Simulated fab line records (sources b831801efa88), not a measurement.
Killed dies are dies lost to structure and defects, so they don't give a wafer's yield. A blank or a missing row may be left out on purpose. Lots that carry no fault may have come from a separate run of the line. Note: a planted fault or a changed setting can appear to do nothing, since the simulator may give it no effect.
Split-lot trial || flow sfq-line || route with 325 steps; 5 lots, 23 wafers read

## ON THE SPLIT
At SFQ_TRILAYER_M2_LITHO_COAT_057 (resist thk 600 nm), the setting resist-thk-nm was moved away from the recipe's 600 nm on 9 of the 23 wafers read, by -3.3% to +2.3%. This setting was run at the recipe's value on the other wafers.

## FROM THE SPLIT TO THE READING: what the file shows between them, 3 steps
- SFQ_TRILAYER_M2_LITHO_SOFTBAKE_061
- SFQ_TRILAYER_M2_LITHO_EXPOSE_058: exposes mask M2, target cd 500 nm
- SFQ_TRILAYER_M2_BARC_OPEN_METAL_ETCH_077: etches BARC in O2, target depth 125 nm, time 41.7 s

## THE READING
KrF_of_TRILAYER_M2_LITHO_COAT_057.thk-nm (the simulator's own value, which no gauge read), in nm, at SFQ_TRILAYER_M2_ETCH_METAL_ETCH_060 (etches Nb in Cl2/Ar, stops on SiO2, target depth 240 nm, time 120 s). There is no usual value for it anywhere in the file. Average 380.2 nm, standard deviation 3.8 nm, over the 14 wafers here run with the recipe.

{"wafer": "L074.2", "tool, chamber at the split": "litho-track-02, 0", "resist-thk-nm as run, nm": 600, "against the recipe": "recipe", "KrF_of_TRILAYER_M2_LITHO_COAT_057.thk-nm, nm": 384.7, "against lot-mates on the recipe": "-"}
{"wafer": "L074.3", "tool, chamber at the split": "litho-track-02, 0", "resist-thk-nm as run, nm": 580.1, "against the recipe": "-3.3%", "KrF_of_TRILAYER_M2_LITHO_COAT_057.thk-nm, nm": 361.6, "against lot-mates on the recipe": -25.4}
{"wafer": "L074.4", "tool, chamber at the split": "litho-track-02, 0", "resist-thk-nm as run, nm": 580.1, "against the recipe": "-3.3%", "KrF_of_TRILAYER_M2_LITHO_COAT_057.thk-nm, nm": 365.9, "against lot-mates on the recipe": -21.1}
{"wafer": "L074.5", "tool, chamber at the split": "litho-track-02, 0", "resist-thk-nm as run, nm": 600, "against the recipe": "recipe", "KrF_of_TRILAYER_M2_LITHO_COAT_057.thk-nm, nm": 389.4, "against lot-mates on the recipe": "-"}
{"wafer": "L074.6", "tool, chamber at the split": "litho-track-02, 0", "resist-thk-nm as run, nm": 580.1, "against the recipe": "-3.3%", "KrF_of_TRILAYER_M2_LITHO_COAT_057.thk-nm, nm": 363.1, "against lot-mates on the recipe": -23.9}
{"wafer": "L076.2", "tool, chamber at the split": "litho-track-04, 0", "resist-thk-nm as run, nm": 614, "against the recipe": "+2.3%", "KrF_of_TRILAYER_M2_LITHO_COAT_057.thk-nm, nm": 394.8, "against lot-mates on the recipe": "+12.6"}
{"wafer": "L076.3", "tool, chamber at the split": "litho-track-04, 0", "resist-thk-nm as run, nm": 614, "against the recipe": "+2.3%", "KrF_of_TRILAYER_M2_LITHO_COAT_057.thk-nm, nm": 395, "against lot-mates on the recipe": "+12.8"}
{"wafer": "L076.4", "tool, chamber at the split": "litho-track-04, 0", "resist-thk-nm as run, nm": 600, "against the recipe": "recipe", "KrF_of_TRILAYER_M2_LITHO_COAT_057.thk-nm, nm": 382, "against lot-mates on the recipe": "-"}
{"wafer": "L076.5", "tool, chamber at the split": "litho-track-04, 0", "resist-thk-nm as run, nm": 614, "against the recipe": "+2.3%", "KrF_of_TRILAYER_M2_LITHO_COAT_057.thk-nm, nm": 395.1, "against lot-mates on the recipe": "+12.9"}
{"wafer": "L076.6", "tool, chamber at the split": "litho-track-04, 0", "resist-thk-nm as run, nm": 600, "against the recipe": "recipe", "KrF_of_TRILAYER_M2_LITHO_COAT_057.thk-nm, nm": 382.4, "against lot-mates on the recipe": "-"}
{"wafer": "L080.2", "tool, chamber at the split": "litho-track-03, 0", "resist-thk-nm as run, nm": 600, "against the recipe": "recipe", "KrF_of_TRILAYER_M2_LITHO_COAT_057.thk-nm, nm": 376.9, "against lot-mates on the recipe": "-"}
{"wafer": "L080.3", "tool, chamber at the split": "litho-track-03, 0", "resist-thk-nm as run, nm": 600, "against the recipe": "recipe", "KrF_of_TRILAYER_M2_LITHO_COAT_057.thk-nm, nm": 377.2, "against lot-mates on the recipe": "-"}
{"wafer": "L080.6", "tool, chamber at the split": "litho-track-03, 0", "resist-thk-nm as run, nm": 600, "against the recipe": "recipe", "KrF_of_TRILAYER_M2_LITHO_COAT_057.thk-nm, nm": 375.3, "against lot-mates on the recipe": "-"}
{"wafer": "L083.1", "tool, chamber at the split": "litho-track-02, 0", "resist-thk-nm as run, nm": 600, "against the recipe": "recipe", "KrF_of_TRILAYER_M2_LITHO_COAT_057.thk-nm, nm": 379.4, "against lot-mates on the recipe": "-"}
{"wafer": "L083.2", "tool, chamber at the split": "litho-track-02, 0", "resist-thk-nm as run, nm": 600, "against the recipe": "recipe", "KrF_of_TRILAYER_M2_LITHO_COAT_057.thk-nm, nm": 376.4, "against lot-mates on the recipe": "-"}
{"wafer": "L083.4", "tool, chamber at the split": "litho-track-02, 0", "resist-thk-nm as run, nm": 600, "against the recipe": "recipe", "KrF_of_TRILAYER_M2_LITHO_COAT_057.thk-nm, nm": 376.2, "against lot-mates on the recipe": "-"}
{"wafer": "L083.5", "tool, chamber at the split": "litho-track-02, 0", "resist-thk-nm as run, nm": 600, "against the recipe": "recipe", "KrF_of_TRILAYER_M2_LITHO_COAT_057.thk-nm, nm": 379.5, "against lot-mates on the recipe": "-"}
{"wafer": "L083.6", "tool, chamber at the split": "litho-track-02, 0", "resist-thk-nm as run, nm": 600, "against the recipe": "recipe", "KrF_of_TRILAYER_M2_LITHO_COAT_057.thk-nm, nm": 378, "against lot-mates on the recipe": "-"}
{"wafer": "L084.1", "tool, chamber at the split": "litho-track-03, 0", "resist-thk-nm as run, nm": 582, "against the recipe": "-3.0%", "KrF_of_TRILAYER_M2_LITHO_COAT_057.thk-nm, nm": 365.3, "against lot-mates on the recipe": -17.3}
{"wafer": "L084.3", "tool, chamber at the split": "litho-track-03, 0", "resist-thk-nm as run, nm": 582, "against the recipe": "-3.0%", "KrF_of_TRILAYER_M2_LITHO_COAT_057.thk-nm, nm": 364.2, "against lot-mates on the recipe": -18.4}
{"wafer": "L084.4", "tool, chamber at the split": "litho-track-03, 0", "resist-thk-nm as run, nm": 582, "against the recipe": "-3.0%", "KrF_of_TRILAYER_M2_LITHO_COAT_057.thk-nm, nm": 366.2, "against lot-mates on the recipe": -16.4}
{"wafer": "L084.5", "tool, chamber at the split": "litho-track-03, 0", "resist-thk-nm as run, nm": 600, "against the recipe": "recipe", "KrF_of_TRILAYER_M2_LITHO_COAT_057.thk-nm, nm": 382.5, "against lot-mates on the recipe": "-"}
{"wafer": "L084.6", "tool, chamber at the split": "litho-track-03, 0", "resist-thk-nm as run, nm": 600, "against the recipe": "recipe", "KrF_of_TRILAYER_M2_LITHO_COAT_057.thk-nm, nm": 382.8, "against lot-mates on the recipe": "-"}

THE FIT
A straight line over all 23 wafers: KrF_of_TRILAYER_M2_LITHO_COAT_057.thk-nm changes by +5.38 nm for each +1% of resist-thk-nm; r = +0.95; the points scatter about the line by 3.3 nm.
The same after taking each lot's own level away (the mean of its wafers on the recipe; 23 wafers): +6.22 nm for each +1%; r = +0.99; scatter 1.8 nm.
The reading moves by 21 nm for the largest change in resist-thk-nm, on that fit.
Across the lots, their own levels run from 376.47 to 387.05 nm, a range of 2.8 times the standard deviation given above.
So the lot-to-lot level changes the slope: the two fits differ.
Check: with one of the wafers moved furthest among these (-3.3%) left out of the fit, the line predicts -20.3 nm for it against its lot-mates. It came out at -25.4 nm against them.

## OTHER SPLITS ON THESE WAFERS
These wafers also went through other splits before the reading. Each is held against what the fit with the lots' levels taken away leaves over:
{"other split on the same wafers": "SFQ_TRILAYER_INCOMING_OXIDATION_002 temp-c", "wafers away from the commonest value": 15, "r with KrF_of_TRILAYER_M2_LITHO_COAT_057.thk-nm (lot level and that fit taken away)": -0.12}
{"other split on the same wafers": "SFQ_TRILAYER_L0_LITHO_COAT_005 spin-rpm", "wafers away from the commonest value": 10, "r with KrF_of_TRILAYER_M2_LITHO_COAT_057.thk-nm (lot level and that fit taken away)": "+0.04"}
{"other split on the same wafers": "SFQ_TRILAYER_L0_VIA_LITHO_COAT_018 spin-rpm", "wafers away from the commonest value": 6, "r with KrF_of_TRILAYER_M2_LITHO_COAT_057.thk-nm (lot level and that fit taken away)": "+0.05"}
{"other split on the same wafers": "SFQ_TRILAYER_M0_DEP_SPUTTER_019 power-w", "wafers away from the commonest value": 6, "r with KrF_of_TRILAYER_M2_LITHO_COAT_057.thk-nm (lot level and that fit taken away)": -0.26}
{"other split on the same wafers": "SFQ_TRILAYER_M0_LITHO_COAT_021 spin-rpm", "wafers away from the commonest value": 5, "r with KrF_of_TRILAYER_M2_LITHO_COAT_057.thk-nm (lot level and that fit taken away)": "+0.43"}
{"other split on the same wafers": "SFQ_TRILAYER_M0_LITHO_PEB_024 peb-temp-c", "wafers away from the commonest value": 8, "r with KrF_of_TRILAYER_M2_LITHO_COAT_057.thk-nm (lot level and that fit taken away)": -0.10}
{"other split on the same wafers": "SFQ_TRILAYER_M1_DEP_SPUTTER_037 time-s", "wafers away from the commonest value": 9, "r with KrF_of_TRILAYER_M2_LITHO_COAT_057.thk-nm (lot level and that fit taken away)": -0.21}
{"other split on the same wafers": "SFQ_TRILAYER_M1_LITHO_COAT_044 resist-thk-nm", "wafers away from the commonest value": 7, "r with KrF_of_TRILAYER_M2_LITHO_COAT_057.thk-nm (lot level and that fit taken away)": "+0.06"}
{"other split on the same wafers": "SFQ_TRILAYER_I1_VIA_BARC_OPEN_VIA_ETCH_071 time-s", "wafers away from the commonest value": 5, "r with KrF_of_TRILAYER_M2_LITHO_COAT_057.thk-nm (lot level and that fit taken away)": -0.08}

## THE WHOLE CHAIN: every reading that the file lists as answering this split, in the file's order
{"step": "SFQ_TRILAYER_M2_LITHO_COAT_057", "what it does": "resist thk 600 nm", "reading": "KrF_of_TRILAYER_M2_LITHO_COAT_057.thk-nm (the simulator's own value, which no gauge read)", "change (the file's fit)": "+6.11 nm for each +1% of the setting", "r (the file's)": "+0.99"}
{"step": "SFQ_TRILAYER_M2_ETCH_METAL_ETCH_060", "what it does": "etches Nb in Cl2/Ar, stops on SiO2, target depth 240 nm, time 120 s", "reading": "KrF_of_TRILAYER_M2_LITHO_COAT_057.thk-nm (the simulator's own value, which no gauge read)", "change (the file's fit)": "+6.3 nm for each +1% of the setting", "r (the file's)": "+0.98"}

## THE FILE'S OWN FIT
KrF_of_TRILAYER_M2_LITHO_COAT_057.thk-nm changes by +6.3 nm for each +1% of resist-thk-nm, r = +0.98.
